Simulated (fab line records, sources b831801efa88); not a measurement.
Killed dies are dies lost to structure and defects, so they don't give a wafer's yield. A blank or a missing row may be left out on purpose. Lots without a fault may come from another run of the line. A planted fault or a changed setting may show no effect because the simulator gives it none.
fab line records | flow sky130
record lots=5 wafers=15 last_day=50
route steps=708 shown GATE_OXIDE@196 POLY_GATE@204 RES_PROTECT@206
lots that met no fault: from a run of the same line without faults
start_h: hours from the record's first day to the start of the lot's first wafer shown | wait_h: hours since the lot's step before | " the same as in the row above | L1.1+2: a row that stands for several wafers | - no value, or no start given | * or withheld: withheld | < > ~ a bound
route shown NAME@n: a module of which the file shows steps, and the number in the route of the first | usual: mean/standard deviation of fault-free wafers | same: alike in all rows | chamber/n: place in a boat | sites: the reading at each site | _std_site: their standard deviation | _edge_site: outer sites' mean less inner sites' | radius_mm: how far each site lies from the wafer's centre | mask NAME#n: copy n | behind: the tool/chamber that last shaped the wafer | hold: why the lot was held/for how many hours/how that ended | device: the transistor (n, p or np) that didn't switch | end of line: the same wafers' tests at the end of the route | a step without rows: its recipe alone | killed: dies lost to structure and defects at the first sort, not the wafer's yield | map: a wafer's dies, x killed, . not, _ none there
set.NAME: the setting as run; set.NAME@STEP: as run at that earlier step | model.NAME: the simulator's own value behind a step, which no gauge read
lots at some steps of the route; a table a step, a row a wafer
services: from which hour (start_h, from the record's first day; less than 0 if before it) a tool's chamber was out of use, for how many hours, and why
## steps
# step SKY_GATE_OXIDE_DEVELOP_09
# recipe resist=NOVOLAK developer=TMAH develop_time_s=60 dev_temp_c=23
# columns lot.wafer tool chamber start_h wait_h
L075.1+3+4 litho_track-01 0 317.49 0.1
L076.1+3+6 litho_track-01 0 317.79 0.1
L079.1+2+6 litho_track-04 0 362.95 0.1
L083.2+3+4 litho_track-01 0 381.51 0.1
L095.1+3+6 litho_track-03 0 489.03 0.1
# step SKY_GATE_OXIDE_OVL_MEAS_10
# usual GATE_OXIDE_OVL=-0.5/1.2
# columns lot.wafer tool chamber start_h wait_h GATE_OXIDE_OVL[nm]
L075.1 overlay-02 - 317.64 0.1 0.6
L075.3 " - " " -0.9
L075.4 " - " " 0.6
L076.1 overlay-02 - 317.94 0.1 -1.4
L076.3 " - " " -1.6
L076.6 " - " " -2.8
L079.1 overlay-02 - 363.10 0.1 -2.7
L079.2 " - " " -1.3
L079.6 " - " " -1.4
L083.2 overlay-01 - 381.64 0.1 -0.4
L083.3 " - " " -0.7
L083.4 " - " " -0.1
L095.1 overlay-02 - 489.18 0.1 -1.8
L095.3 " - " " 0.1
L095.6 " - " " -1.1
# step SKY_GATE_OXIDE_IMPLANT_11
# recipe species=B energy_kev=10 dose_cm2=2.6e+12 tilt_deg=withheld
# usual beam_energy_keV=10.001/0.0032 dose_ions_cm2=2.5999e+12/2.7e+09
# columns lot.wafer tool chamber start_h wait_h beam_energy_keV dose_ions_cm2
L075.1 implanter-04 0 317.67 0.0 10.003 2.5997e+12
L075.3 " 0 " " 10.006 2.6011e+12
L075.4 " 0 " " 9.998 2.5959e+12
L076.1 implanter-03 0 317.97 0.0 10.001 2.6e+12
L076.3 " 0 " " 10.002 2.6024e+12
L076.6 " 0 " " 10.000 2.6043e+12
L079.1 implanter-04 0 363.13 0.0 10.003 2.5997e+12
L079.2 " 0 " " 10.000 2.5989e+12
L079.6 " 0 " " 10.001 2.6008e+12
L083.2 implanter-04 0 381.70 0.0 10.001 2.5984e+12
L083.3 " 0 " " 9.998 2.6004e+12
L083.4 " 0 " " 9.998 2.6036e+12
L095.1 implanter-03 0 489.21 0.0 10.007 2.5945e+12
L095.3 " 0 " " 10.004 2.5973e+12
L095.6 " 0 " " 10.007 2.5951e+12
# step SKY_GATE_OXIDE_WET_ETCH_12
# recipe chemistry=dHF target_depth_nm=16.8 dry=n2_spin target=SiO2 dilution=100:1 temp_c=25 time_s=336
# columns lot.wafer tool chamber start_h wait_h
L075.1+3+4 wet_bench-04 3 317.82 0.1
L076.1+3+6 wet_bench-03 2 318.12 0.1
L079.1+2+6 wet_bench-03 1 363.28 0.1
L083.2+3+4 wet_bench-03 3 381.82 0.1
L095.1+3+6 wet_bench-03 1 489.36 0.1
# step SKY_GATE_OXIDE_STRIP_13
# recipe chemistry=O2/N2 power_w=1400 pressure_mtorr=1500 platen_temp_c=withheld o2_flow_sccm=3000 n2_flow_sccm=300 overash_fraction=0.5
# usual drypump_motor_current_A=5.6/0.34 o2_flow_sccm=3000/8.7 oes_product_au=0.716/0.0048 strip_time_to_endpoint_s=14.18/0.038
# columns lot.wafer tool chamber start_h wait_h drypump_motor_current_A o2_flow_sccm oes_product_au rf_hours_counter_h strip_time_to_endpoint_s
L075.1 plasma_asher-03 0 317.93 0.0 6.0 2999 0.711 19 14.16
L075.3 " 1 " " 5.7 3013 0.723 - 14.19
L075.4 " 0 " " 6.0 3005 0.716 - 14.12
L076.1 plasma_asher-04 1 318.23 0.0 5.6 2990 0.718 64 14.17
L076.3 " 1 " " 5.6 3009 0.711 - 14.22
L076.6 " 1 " " 5.6 3008 0.719 - 14.15
L079.1 plasma_asher-04 0 363.40 0.0 5.4 3001 0.713 69 14.25
L079.2 " 1 " " 5.6 3000 0.716 69 14.22
L079.6 " 1 " " 5.6 3008 0.723 - 14.19
L083.2 plasma_asher-03 0 381.93 0.0 6.0 2979 0.709 23 14.21
L083.3 " 0 " " 6.0 2997 0.722 - 14.22
L083.4 " 1 " " 5.7 3004 0.715 - 14.24
L095.1 plasma_asher-02 0 489.46 0.0 4.9 2990 0.719 6 14.20
L095.3 " 0 " " 4.8 2998 0.725 - 14.23
L095.6 " 1 " " 5.7 3010 0.721 - 14.24
# step SKY_GATE_OXIDE_TW_MEAS_14
# usual GATE_OXIDE_TW=223.7/1.5
# columns lot.wafer tool chamber start_h wait_h GATE_OXIDE_TW
L075.1 film_metro-02 - 318.03 0.1 223.3
L075.3 " - " " 224.2
L075.4 " - " " 224.6
L076.1 film_metro-04 - 318.33 0.1 224.2
L076.3 " - " " 225.7
L076.6 " - " " 226.1
L079.1 film_metro-04 - 363.50 0.1 225.9
L079.2 " - " " 225.3
L079.6 " - " " 226.4
L083.2 film_metro-03 - 382.04 0.1 222.2
L083.3 " - " " 222.1
L083.4 " - " " 222.1
L095.1 film_metro-02 - 489.56 0.1 223.7
L095.3 " - " " 224.3
L095.6 " - " " 223.7
# step SKY_GATE_OXIDE_CLEAN_15
# recipe chemistry=SC1/SC2 mix=1:4:20 temp_c=70 time_s=150 dry=n2_spin
# columns lot.wafer tool chamber start_h wait_h
L075.1+3+4 wet_bench-02 2 318.09 0.1
L076.1+3+6 wet_bench-04 1 318.39 0.1
L079.1+2+6 wet_bench-04 0 363.56 0.1
L083.2+3+4 wet_bench-03 2 382.09 0.0
L095.1+3+6 wet_bench-04 2 489.62 0.1
# step SKY_GATE_OXIDE_OXIDATION_16
# recipe temp_c=800 ambient=O2 idle_temp_c=700 ramp_up_c_per_min=10 ramp_down_c_per_min=3 stabilise_s=600 purge_s=300 target_thk_a=35.7 ox_time_s=1915
# usual ox_temp_c_max=805.5/1.4 spike_tc_centre_C=800.7/0.94 spike_tc_lower_C=800.0/1.2 spike_tc_upper_C=799.8/1.3 tube_center_temp_C_max=802.1/0.38
# columns lot.wafer tool chamber start_h wait_h ox_temp_c_max spike_tc_centre_C spike_tc_lower_C spike_tc_upper_C tube_center_temp_C_max
L075.1 furnace-01 0 318.14 0.0 804.1 801.1 800.3 800.4 801.6
L075.3 " 0 " " 804.6 801.6 801.9 799.2 801.9
L075.4 " 0 " " 804.3 802.6 801.0 802.8 802.2
L076.1 furnace-02 0 318.44 0.0 805.7 798.4 800.8 799.4 802.2
L076.3 " 0 " " 806.4 801.1 798.0 799.7 801.4
L076.6 " 0 " " 805.6 801.2 801.4 798.0 801.7
L079.1 furnace-01 0 363.61 0.0 804.2 800.4 800.3 801.5 802.3
L079.2 " 0 " " 804.8 800.5 799.4 800.4 801.8
L079.6 " 0 " " 803.7 801.5 800.0 800.3 802.5
L083.2 furnace-02 0 382.93 0.8 805.3 800.4 798.8 798.4 801.7
L083.3 " 0 " " 806.5 801.4 799.8 798.9 801.9
L083.4 " 0 " " 808.8 800.8 799.5 798.5 802.7
L095.1 furnace-02 0 489.75 0.1 807.1 799.8 797.7 798.7 802.3
L095.3 " 0 " " 806.2 801.9 798.4 796.8 801.9
L095.6 " 0 " " 805.7 800.3 798.8 799.2 802.2
# step SKY_POLY_GATE_CVD_00
# recipe material=poly-Si target_thk_nm=180 temp_c=620 time_s=720 pressure_mtorr=200
# usual spike_tc_centre_C=619.3/1.2 spike_tc_lower_C=620.9/1.1 spike_tc_upper_C=620.8/1.4
# columns lot.wafer tool chamber start_h wait_h spike_tc_centre_C spike_tc_lower_C spike_tc_upper_C
L075.1 lpcvd-01 1 319.67 0.0 618.1 620.0 620.3
L075.3 " 1 " " 619.1 620.6 619.5
L075.4 " 1 " " 618.2 620.1 621.5
L076.1 lpcvd-01 0 320.87 0.9 619.7 619.8 622.0
L076.3 " 0 " " 621.2 621.0 622.7
L076.6 " 0 " " 619.3 620.2 621.7
L079.1 lpcvd-01 1 365.14 0.0 617.9 623.4 619.5
L079.2 " 1 " " 619.5 620.1 621.2
L079.6 " 1 " " 620.2 620.8 620.0
L083.2 lpcvd-01 1 384.46 0.0 618.6 620.8 619.1
L083.3 " 1 " " 619.2 621.6 620.7
L083.4 " 1 " " 619.0 622.1 619.7
L095.1 lpcvd-01 1 503.10 11.8 618.6 622.6 618.0
L095.3 " 1 " " 619.4 621.0 621.8
L095.6 " 1 " " 618.6 621.8 621.5
# step SKY_POLY_GATE_THK_MEAS_01
# recipe reads=poly-Si_of_POLY_GATE_CVD_00
# usual POLY_GATE_CVD_00_THK=180.4/1.6
# columns lot.wafer tool chamber start_h wait_h POLY_GATE_CVD_00_THK[nm]
L075.1 film_metro-03 - 320.87 0.0 182.5
L075.3 " - " " 181.4
L075.4 " - " " 181.7
L076.1 film_metro-01 - 322.07 0.0 182.6
L076.3 " - " " 182.0
L076.6 " - " " 182.9
L079.1 film_metro-01 - 366.34 0.0 178.6
L079.2 " - " " 177.1
L079.6 " - " " 179.3
L083.2 film_metro-01 - 385.67 0.0 179.0
L083.3 " - " " 179.7
L083.4 " - " " 179.0
L095.1 film_metro-04 - 505.80 0.0 180.5
L095.3 " - " " 179.8
L095.6 " - " " 180.8
# step SKY_RES_PROTECT_DEHYDRATE_00
# recipe temp_c=200 time_s=60
# usual heater_power_total_W=160.36/0.13 plate_temp_C=200.02/0.16
# columns lot.wafer tool chamber start_h wait_h heater_power_total_W plate_temp_C
L075.1 litho_track-02 0 333.76 12.9 160.33 199.83
L075.3 " 0 " " 160.26 199.82
L075.4 " 0 " " 160.45 199.85
L076.1 litho_track-01 0 335.29 13.2 160.43 199.82
L076.3 " 0 " " 160.33 199.56
L076.6 " 0 " " 160.26 199.96
L079.1 litho_track-02 0 379.46 13.1 160.36 199.94
L079.2 " 0 " " 160.24 199.83
L079.6 " 0 " " 160.11 200.12
L083.2 litho_track-01 0 399.81 14.1 160.58 199.77
L083.3 " 0 " " 160.35 199.99
L083.4 " 0 " " 160.32 200.01
L095.1 litho_track-02 0 520.21 14.4 160.48 199.96
L095.3 " 0 " " 160.61 200.15
L095.6 " 0 " " 160.26 200.08
# step SKY_RES_PROTECT_HMDS_01
# recipe prime_time_s=60 prime_temp_c=120
# columns lot.wafer tool chamber start_h wait_h
L075.1+3+4 litho_track-02 0 333.91 0.1
L076.1+3+6 litho_track-01 0 335.44 0.1
L079.1+2+6 litho_track-02 0 379.61 0.1
L083.2+3+4 litho_track-01 0 399.96 0.1
L095.1+3+6 litho_track-02 0 520.36 0.1
# step SKY_RES_PROTECT_COAT_02
# recipe resist=NOVOLAK spin_rpm=3000 resist_thk_nm=1140
# columns lot.wafer tool chamber start_h wait_h
L075.1+3+4 litho_track-02 0 334.06 0.1
L076.1+3+6 litho_track-01 0 335.59 0.1
L079.1+2+6 litho_track-02 0 379.76 0.1
L083.2+3+4 litho_track-01 0 400.11 0.1
L095.1+3+6 litho_track-02 0 520.51 0.1
# step SKY_RES_PROTECT_SOFTBAKE_03
# recipe temp_c=90 time_s=60 resist=NOVOLAK
# usual heater_power_total_W=56.59/0.045 plate_temp_C=89.99/0.12
# columns lot.wafer tool chamber start_h wait_h heater_power_total_W plate_temp_C
L075.1 litho_track-02 0 334.21 0.1 56.60 89.95
L075.3 " 0 " " 56.60 89.96
L075.4 " 0 " " 56.61 90.07
L076.1 litho_track-01 0 335.74 0.1 56.60 89.99
L076.3 " 0 " " 56.63 89.93
L076.6 " 0 " " 56.56 90.01
L079.1 litho_track-02 0 379.91 0.1 56.54 89.93
L079.2 " 0 " " 56.59 89.80
L079.6 " 0 " " 56.72 89.89
L083.2 litho_track-01 0 400.26 0.1 56.64 89.85
L083.3 " 0 " " 56.60 89.88
L083.4 " 0 " " 56.63 90.21
L095.1 litho_track-02 0 520.66 0.1 56.61 89.95
L095.3 " 0 " " 56.56 89.87
L095.6 " 0 " " 56.63 89.89
# step SKY_RES_PROTECT_EXPOSE_04
# recipe mask_id=RPM na=0.6 source_shape=conventional sigma_outer=0.6 polarization=unpolarized target_cd_nm=1270 dose_mj=131
# columns lot.wafer tool chamber start_h wait_h mask
L075.1+3+4 iline_stepper-01 0 - - RPM#0
L076.1+3+6 iline_stepper-02 0 - - RPM#0
L079.1+2+6 iline_stepper-02 0 - - RPM#0
L083.2+3+4 iline_stepper-01 0 - - RPM#0
L095.1+3+6 iline_stepper-02 0 - - RPM#0
# step SKY_RES_PROTECT_PEB_05
# recipe temp_c=withheld time_s=* resist=NOVOLAK
# columns lot.wafer tool chamber start_h wait_h
L075.1+3+4 litho_track-02 0 - -
L076.1+3+6 litho_track-04 0 - -
L079.1+2+6 litho_track-01 0 - -
L083.2+3+4 litho_track-01 0 - -
L095.1+3+6 litho_track-02 0 - -
# step SKY_RES_PROTECT_DEVELOP_06
# recipe resist=NOVOLAK developer=TMAH develop_time_s=60 dev_temp_c=23
# columns lot.wafer tool chamber start_h wait_h
L075.1+3+4 litho_track-02 0 347.56 0.1
L076.1+3+6 litho_track-04 0 349.00 0.1
L079.1+2+6 litho_track-01 0 394.39 0.1
L083.2+3+4 litho_track-01 0 414.81 0.1
L095.1+3+6 litho_track-02 0 535.41 0.1
# step SKY_POLY_GATE_IMPLANT_02
# recipe species=P energy_kev=30 dose_cm2=7.7e+15 tilt_deg=0
# usual beam_energy_keV=30.000/0.0096 dose_ions_cm2=7.7e+15/8.6e+12 tilt_deg=-0.002/0.021
# columns lot.wafer tool chamber start_h wait_h beam_energy_keV dose_ions_cm2 tilt_deg
L075.1 implanter-02 0 347.71 0.1 29.997 7.692e+15 0.030
L075.3 " 0 " " 30.001 7.695e+15 0.002
L075.4 " 0 " " 29.999 7.701e+15 0.056
L076.1 implanter-03 0 349.15 0.1 30.000 7.683e+15 0.014
L076.3 " 0 " " 30.013 7.707e+15 -0.034
L076.6 " 0 " " 30.000 7.695e+15 -0.017
L079.1 implanter-02 0 394.54 0.1 30.014 7.7e+15 -0.001
L079.2 " 0 " " 30.011 7.707e+15 -0.017
L079.6 " 0 " " 29.997 7.702e+15 -0.011
L083.2 implanter-02 0 414.96 0.1 29.987 7.696e+15 0.023
L083.3 " 0 " " 29.986 7.677e+15 -0.004
L083.4 " 0 " " 29.994 7.695e+15 -0.017
L095.1 implanter-03 0 535.56 0.1 29.989 7.689e+15 -0.015
L095.3 " 0 " " 29.995 7.68e+15 0.008
L095.6 " 0 " " 29.989 7.687e+15 0.013
# step SKY_RES_PROTECT_STRIP_07
# recipe chemistry=O2/N2 power_w=1400 pressure_mtorr=1500 platen_temp_c=withheld o2_flow_sccm=3000 n2_flow_sccm=300 overash_fraction=0.5
# usual drypump_motor_current_A=5.8/0.51 o2_flow_sccm=2999/8.9 oes_product_au=0.517/0.0045 strip_time_to_endpoint_s=23.30/0.036
# columns lot.wafer tool chamber start_h wait_h drypump_motor_current_A o2_flow_sccm oes_product_au rf_hours_counter_h strip_time_to_endpoint_s
L075.1 plasma_asher-02 0 347.86 0.1 4.9 3005 0.512 65 23.26
L075.3 " 1 " " 5.7 2999 0.516 - 23.32
L075.4 " 0 " " 4.8 2988 0.511 - 23.29
L076.1 plasma_asher-02 0 349.30 0.1 4.9 3009 0.518 65 23.29
L076.3 " 0 " " 4.9 3004 0.510 - 23.32
L076.6 " 1 " " 5.7 3002 0.511 - 23.32
L079.1 plasma_asher-01 0 394.69 0.1 6.2 3008 0.515 60 23.29
L079.2 " 1 " " 6.3 2997 0.511 60 23.34
L079.6 " 0 " " 6.2 3005 0.520 - 23.29
L083.2 plasma_asher-04 1 415.09 0.1 5.6 2992 0.517 74 23.28
L083.3 " 1 " " 5.6 3005 0.520 - 23.30
L083.4 " 0 " " 5.4 3021 0.527 - 23.26
L095.1 plasma_asher-02 0 535.71 0.1 4.9 3001 0.524 11 23.25
L095.3 " 1 " " 5.7 2982 0.516 - 23.29
L095.6 " 0 " " 4.9 2993 0.516 - 23.21
# step SKY_RES_PROTECT_TW_MEAS_08
# usual POLY_GATE_TW=4049/33
# columns lot.wafer tool chamber start_h wait_h POLY_GATE_TW
L075.1 film_metro-01 - 347.96 0.1 4085
L075.3 " - " " 4066
L075.4 " - " " 4067
L076.1 film_metro-02 - 349.40 0.1 4022
L076.3 " - " " 4051
L076.6 " - " " 4045
L079.1 film_metro-04 - 394.79 0.1 4083
L079.2 " - " " 4071
L079.6 " - " " 4078
L083.2 film_metro-01 - 415.20 0.1 4038
L083.3 " - " " 4068
L083.4 " - " " 4079
L095.1 film_metro-01 - 535.81 0.1 4064
L095.3 " - " " 4062
L095.6 " - " " 4065
# step SKY_RES_PROTECT_CLEAN_09
# recipe chemistry=SC1/SC2 mix=1:4:20 temp_c=70 time_s=150 dry=n2_spin
# columns lot.wafer tool chamber start_h wait_h
L075.1+3+4 wet_bench-04 2 348.02 0.1
L076.1+3+6 wet_bench-03 2 349.46 0.1
L079.1+2+6 wet_bench-04 2 394.85 0.1
L083.2+3+4 wet_bench-04 0 415.25 0.0
L095.1+3+6 wet_bench-01 0 535.87 0.1
# step SKY_POLY_GATE_CVD_03
# recipe material=Si3N4 precursor=DCS/NH3 target_thk_nm=75 temp_c=770 time_s=1290 pressure_mtorr=250
# usual spike_tc_centre_C=770.9/0.96 spike_tc_lower_C=769.8/1.1 spike_tc_upper_C=770.0/1.1
# columns lot.wafer tool chamber start_h wait_h spike_tc_centre_C spike_tc_lower_C spike_tc_upper_C
L075.1 lpcvd-02 1 348.48 0.4 769.7 770.3 768.5
L075.3 " 1 " " 770.9 769.4 770.2
L075.4 " 1 " " 770.2 770.7 768.3
L076.1 lpcvd-02 0 349.84 0.3 771.1 768.7 770.4
L076.3 " 0 " " 770.7 770.0 770.2
L076.6 " 0 " " 769.5 772.0 770.5
L079.1 lpcvd-02 1 397.24 2.3 769.4 769.8 768.2
L079.2 " 1 " " 771.2 769.4 772.2
L079.6 " 1 " " 769.8 767.4 768.7
L083.2 lpcvd-02 1 415.49 0.2 770.0 769.2 771.8
L083.3 " 1 " " 770.9 768.5 770.5
L083.4 " 1 " " 771.0 772.4 769.3
L095.1 lpcvd-02 1 535.92 0.0 770.6 770.2 768.4
L095.3 " 1 " " 771.7 771.1 770.1
L095.6 " 1 " " 770.0 769.5 770.7
# step SKY_POLY_GATE_THK_MEAS_04
# recipe reads=Si3N4_of_POLY_GATE_CVD_03
# usual POLY_GATE_CVD_03_THK=75.0/0.8
# columns lot.wafer tool chamber start_h wait_h POLY_GATE_CVD_03_THK[nm]
L075.1 film_metro-04 - 349.84 0.0 76.4
L075.3 " - " " 76.0
L075.4 " - " " 75.8
L076.1 film_metro-03 - 351.19 0.0 75.2
L076.3 " - " " 74.8
L076.6 " - " " 74.7
L079.1 film_metro-01 - 398.60 0.0 75.5
L079.2 " - " " 74.9
L079.6 " - " " 75.0
L083.2 film_metro-01 - 416.86 0.0 74.8
L083.3 " - " " 75.4
L083.4 " - " " 74.2
L095.1 film_metro-04 - 537.27 0.0 74.8
L095.3 " - " " 75.7
L095.6 " - " " 75.8
# step SKY_POLY_GATE_DEHYDRATE_05
# recipe temp_c=200 time_s=60
# usual heater_power_total_W=160.38/0.11 plate_temp_C=200.01/0.16
# columns lot.wafer tool chamber start_h wait_h heater_power_total_W plate_temp_C
L075.1 litho_track-04 0 363.75 13.9 160.33 199.87
L075.3 " 0 " " 160.22 199.99
L075.4 " 0 " " 160.56 200.17
L076.1 litho_track-02 0 364.76 13.6 160.43 199.83
L076.3 " 0 " " 160.35 200.17
L076.6 " 0 " " 160.46 200.21
L079.1 litho_track-03 0 412.43 13.8 160.36 199.84
L079.2 " 0 " " 160.36 199.70
L079.6 " 0 " " 160.40 199.94
L083.2 litho_track-02 0 431.48 14.6 160.23 199.82
L083.3 " 0 " " 160.24 199.87
L083.4 " 0 " " 160.23 200.01
L095.1 litho_track-04 0 552.15 14.9 160.25 200.05
L095.3 " 0 " " 160.35 200.18
L095.6 " 0 " " 160.33 199.82
## services
# columns tool chamber start_h hours kind
plasma_asher-03 - 320.86 18.4 repair
implanter-04 - 336.48 1.3 repair
furnace-02 - 336.69 3.7 pm
implanter-03 - 369.26 33.0 repair
lpcvd-02 - 371.18 0.3 repair
implanter-04 - 377.41 3.0 repair
iline_stepper-02 - 392.05 1.7 pm
lpcvd-02 - 394.72 2.5 repair
implanter-02 - 396.66 5.6 repair
implanter-02 - 417.73 3.2 repair
plasma_asher-02 - 421.25 9.0 pm
implanter-04 - 431.02 1.0 repair
implanter-02 - 432.74 41.0 repair
implanter-04 - 440.14 0.8 repair
plasma_asher-04 - 446.86 8.8 repair
implanter-04 - 467.78 8.6 repair
plasma_asher-04 - 471.02 2.8 pm
plasma_asher-02 - 472.08 0.8 repair
implanter-02 - 473.73 3.0 pm
lpcvd-01 - 485.90 17.2 pm
furnace-02 - 497.78 3.3 pm
furnace-02 - 503.99 3.9 pm
plasma_asher-02 - 519.19 0.8 repair
lpcvd-02 - 540.11 1.6 repair
## key
fault none
